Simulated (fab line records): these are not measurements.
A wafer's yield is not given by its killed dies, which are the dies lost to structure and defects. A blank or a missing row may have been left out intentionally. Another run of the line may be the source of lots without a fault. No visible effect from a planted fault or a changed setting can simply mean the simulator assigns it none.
A struck lot beside a sound one    flow gf180mcu    14 out of 602 route steps
Sound: these wafers, L917.2, L917.4, L917.5. Struck: wafers L929.2, L929.3, L929.5. The cause comes at the end.
At each step with rows: each side's tool, then ch and its chambers, then its first start. Under that, the readings that differ: sound wafers    struck wafers    difference of the means    sigmas: that difference in standard deviations of wafers without a fault.
alike: readings with means less than 2 such deviations apart, plus words and numbers identical on both sides. not compared: withheld readings, readings lacking a value on some wafer, bounds such as >300 that could conceal the same value, and numbers that have no deviation in the record and whose values overlap.
A row with sigmas, a row that says differs or no value, or rows on one side alone: a step with any of these is where the two part. When numbers do not overlap yet have no deviation, they are printed without sigmas and do not part them. A reading that every wafer of one side lacks parts them only if that side has two wafers or more.

first, 1 step without rows for these wafers: GF_MVSD_DEVELOP_06 (develop time 60 s).
GF_MVSD_OVL_MEAS_07:
  struck on overlay-02, day 8 02:55; sound on overlay-02, day 5 03:58
  alike: MVSD_OVL
then, 2 steps without rows for these wafers: GF_MVSD_IMPLANT_08; GF_MVSD_IMPLANT_09.
GF_MVSD_STRIP_10: strips in O2/N2.
  sound on plasma-asher-04 ch 0,1, day 5 04:18; struck on plasma-asher-04 ch 0,1, day 8 03:15
  alike: drypump-motor-current-A, heater-power-w, oes-product-au, strip-time-to-endpoint-s
  not compared: rf-hours-counter-h
GF_MVSD_TW_MEAS_11:
  struck on film-metro-02, day 8 03:22; sound on film-metro-03, day 5 04:25
  alike: MVSD_TW
then, 6 steps without rows for these wafers: GF_MVPSD_DEHYDRATE_00 (time 60 s); GF_MVPSD_HMDS_01 (prime time 60 s); GF_MVPSD_COAT_02 (resist thk 2966 nm); GF_MVPSD_SOFTBAKE_03; GF_MVPSD_EXPOSE_04 (exposes mask MVPSD, target cd 1000 nm); GF_MVPSD_PEB_05.
GF_MVPSD_DEVELOP_06: develop time 60 s.
  struck on litho-track-03, day 8 20:00; sound on litho-track-02 ch 0, day 5 18:00
  no value came back on the struck wafers for chill-plate-temp-C (C), develop-time-s (s), developer-temp-C (C); on the sound wafers chill-plate-temp-C (C) reads 22.84 22.86 22.92
GF_MVPSD_OVL_MEAS_07:
  struck on overlay-01, day 8 20:42; sound on overlay-01, day 5 18:50
reading         sound          struck  difference                     sigmas
MVPSD_OVL (nm)  -0.2 -0.3 1.8  - - -   no value on the struck wafers  

## WHERE THEY PART
At GF_MVPSD_DEVELOP_06 first; at GF_MVPSD_OVL_MEAS_07 last (within this record only).

WHY: what the simulator had put in
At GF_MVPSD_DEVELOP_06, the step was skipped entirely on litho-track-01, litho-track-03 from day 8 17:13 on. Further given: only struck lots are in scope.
